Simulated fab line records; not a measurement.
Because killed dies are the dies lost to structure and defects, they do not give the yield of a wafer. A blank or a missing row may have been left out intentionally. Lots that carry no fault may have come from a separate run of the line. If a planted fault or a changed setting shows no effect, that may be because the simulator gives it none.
Problem report, 8D (eight disciplines) form, completed by code -- flow sky130 -- the parts of the form that need people (team, actions taken, sign-off) are left out

1. WHAT IS WRONG
chamber-pressure-pa at SKY_VIA4_SPUTTER_17 reads a mean of 3.664 Pa on 2 wafers of 2 lots; wafers without a fault read 5.000 Pa with a standard deviation of 0.0097. That is -99 or more standard deviations from the usual mean.
The step: material TiN, target thk 20 nm, time 80 s.
First observed at day 46 01:49: wafer L901.4, on pvd-sputter-02. The record has a number at this step for 42 wafers belonging to 14 lots. Rule for "out", or "out of limits": more than 4 standard deviations from the usual mean. The other wafers with a number count as sound.

2. WHAT IT IS AND WHAT IT IS NOT
question,is,is not
which readings at this step,"chamber-pressure-pa, throttle-valve-pct",-
which lots,"L901, L902","L888, L889, L890, L891, L892, L900, L903, L904, L905, L906, L909, L910"
which wafers of those lots,"L901.4, L902.3","L901.5, L901.6, L902.2, L902.5"
read on which tools,pvd-sputter-02,"pvd-sputter-01, pvd-sputter-04"
when,from day 46 01:49,"up to then (20 sound wafers); but 20 sound wafers of L902, L903, L904, L905, L906, L909, L910 came after"

3. THE SUSPECTS, EACH WITH WHAT RULES IT OUT
Counting: if a tool at a process step up to the reading ran every lot that is out, it stays a suspect. Sound lots after the first of them don't rule it out here, since some wafers of a struck lot are sound.
- pvd-sputter-02 at SKY_VIA4_SPUTTER_17 (material TiN, target thk 20 nm, time 80 s): kept. Ran every lot that is out, first one L901 (day 46 01:49); last sound lot up to then L900 (day 45 20:41). Out on those wafers are its own readings of chamber-pressure-pa, throttle-valve-pct.
The count leaves pvd-sputter-02 at SKY_VIA4_SPUTTER_17.

4. THE CAUSE (what the simulator had put in)
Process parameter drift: pvd-sputter-02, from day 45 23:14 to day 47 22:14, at SKY_VIA4_SPUTTER_17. Setting chamber-pressure-pa, moved by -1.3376, from 5. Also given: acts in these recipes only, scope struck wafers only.
This tool alone remained once counting was done.

5. THE CHAIN OF EFFECTS, in route order
Each row: a reading whose mean over the struck wafers that have a number lies more than 3 standard deviations from the usual. Only readings whose record carries a usual standard deviation are examined. hours: median over the lots of the time between each lot's start at the first step of this table that gives one and its start at this step. sigmas: the change, counted in usual standard deviations.
hours,step,reading,usual,on struck wafers,change,sigmas
0,SKY_VIA4_SPUTTER_17,chamber-pressure-pa,5.000 Pa,3.664,-1.336,-99 or more
0,SKY_VIA4_SPUTTER_17,throttle-valve-pct,30.0 %,36.2,+6.2,+5.6
Here are the process steps it includes:
- SKY_VIA4_SPUTTER_17: material TiN, target thk 20 nm, time 80 s.

6. WHAT WOULD HAVE CAUGHT IT SOONER
3 hours passed between the start of the fault at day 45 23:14 and the first reading out of limits in this record, taken at day 46 01:49.
